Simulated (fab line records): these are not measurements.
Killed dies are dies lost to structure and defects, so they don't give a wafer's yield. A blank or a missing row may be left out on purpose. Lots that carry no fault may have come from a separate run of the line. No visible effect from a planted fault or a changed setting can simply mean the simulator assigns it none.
Code-filled problem report in 8D (eight disciplines) form :: flow sky130 :: the parts of the form that need people (team, actions taken, sign-off) are left out

## 1. PROBLEM STATEMENT
SKY_VIA3_ETCH_14, oes_product_au: mean 0.971 a.u. on 2 wafers (1 lot); fault-free wafers 0.855 a.u., standard deviation 0.0051. That puts it +23 standard deviations away from the usual mean.
The step: etches BARC in N2/H2, stops on SiO2, time 45.9 s, target depth 60 nm.
First observed at day 45 02:23: wafer L882.1, on rie_diel-02. The record holds 15 wafers of 5 lots with a number at this step. The rule behind "out" and "out of limits": a value lying over 4 standard deviations away from the usual mean. Any other wafer with a number is counted as sound.

## 2. WHAT IT IS AND WHAT IT IS NOT
question: which readings at this step
is: oes_product_au, run_length_s
is not: drypump_motor_current_A

question: which lots
is: L882
is not: L869, L871, L884, L887

question: which wafers of those lots
is: L882.1, L882.6
is not: L882.4

question: read on which tools
is: rie_diel-02
is not: rie_diel-01

question: when
is: from day 45 02:23
is not: up to then (7 sound wafers); but 6 sound wafers of L884, L887 came after

## 3. WHAT RULES OUT EACH SUSPECT
Counting: a tool at a process step up to the reading stays a suspect if it ran every lot that is out. Sound lots after the first of them don't rule it out here, since some wafers of a struck lot are sound.
- cmp-01 at SKY_VIA3_CMP_02 (polishes SiO2): kept. It processed L882, the lot that is out, at day 44 03:05, and its most recent sound lot before then was L871 at day 40 18:06.
- rie_diel-02 at SKY_VIA3_ETCH_14 (etches BARC in N2/H2, stops on SiO2, time 45.9 s, target depth 60 nm): kept. It processed L882, the lot that is out, at day 45 02:23, and its most recent sound lot before then was L871 at day 41 18:13. On those wafers its own readings are out: oes_product_au, run_length_s.
- At SKY_VIA3_CMP_02 on cmp-01, chamber 2 took the sound wafers of the same lots and chamber 0 took the wafers that are out.
- At SKY_VIA3_ETCH_14 on rie_diel-02, chamber 2 took the sound wafers of the same lots and chamber 3 took the wafers that are out.
Remaining after the count are cmp-01 at SKY_VIA3_CMP_02 and rie_diel-02 at SKY_VIA3_ETCH_14.

## 4. THE CAUSE (what the simulator had put in)
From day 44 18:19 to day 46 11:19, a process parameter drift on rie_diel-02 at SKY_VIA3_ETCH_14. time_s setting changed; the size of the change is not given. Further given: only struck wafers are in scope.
Counting left 2 suspects, and this tool is among them.

## 5. THE CHAIN OF EFFECTS, in route order
Rows list readings where the struck wafers' mean (over those with a number) sits beyond 3 standard deviations from the usual. Only readings for which the record gives a usual standard deviation are gone through. hours: the time from each lot's start at the first step in this table that gives one to its start at this step, as a median over the lots. sigmas: the change in usual standard deviations.
hours: 0
step: SKY_VIA3_ETCH_14
reading: oes_product_au
usual: 0.855 a.u.
on struck wafers: 0.971
change: +0.116
sigmas: +23

hours: 0
step: SKY_VIA3_ETCH_14
reading: run_length_s
usual: 74.4 s
on struck wafers: 69.0
change: -5.5
sigmas: -10
The process steps in it:
- SKY_VIA3_ETCH_14: etches BARC in N2/H2, stops on SiO2, time 45.9 s, target depth 60 nm.

## 6. WHAT WOULD HAVE CAUGHT IT SOONER
In this record no reading fell out of limits until day 45 02:23, 8 hours after the fault had begun at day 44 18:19.
